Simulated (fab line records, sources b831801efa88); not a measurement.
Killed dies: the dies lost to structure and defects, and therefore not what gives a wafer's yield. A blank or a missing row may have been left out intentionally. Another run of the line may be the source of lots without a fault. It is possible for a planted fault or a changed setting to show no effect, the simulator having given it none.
Chamber matching ; flow sky130 ; SKY_VIA2_ETCH_15 on rie_diel-04: 4 sister chambers
The step etches SiO2 in C4F8/O2/Ar, stops on TiN, target depth 546 nm, time 84 s. 4 wafers are shown with their chamber, then 7 later ones without.

== WAFERS, EACH WITH ITS CHAMBER ==
wafer;chamber;oes_product_au (a.u.)
L746.2;1;0.940
L746.4;2;0.936
L748.2;0;0.948
L748.4;3;0.933

== WAFERS WHOSE CHAMBER IS MISSING ==
wafer;oes_product_au (a.u.)
L748.5;0.942
L749.1;0.943
L749.3;0.930
L749.5;0.941
L755.2;0.936
L755.4;0.936
L755.5;0.941

== WHICH CHAMBER EACH ONE RAN IN ==
wafer;from the rows above;in truth
L748.5;1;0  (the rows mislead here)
L749.1;can't be placed: 1 or 0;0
L749.3;can't be placed: 3 or 2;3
L749.5;1;1
L755.2;can't be placed: 2 or 3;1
L755.4;can't be placed: 2 or 3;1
L755.5;1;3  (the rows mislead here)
1 of 7 placed correctly. Unplaceable from these rows: 4, with the true chamber sitting among the candidates in 2. Placed wrongly: 2.
How it was worked out, from the rows above alone: a wafer's distance from a chamber is the root of the sum, over the readings, of the square of ((its reading less the chamber's mean) divided by the reading's scatter). The wafer belongs to the nearest chamber; if the next one is less than 2 further off, it can't be placed. The mean given for a chamber averages the wafers shown for that chamber. The scatter: with one shown wafer a chamber, the root of the mean of the squares of how far each hidden wafer lies from its nearest shown one.
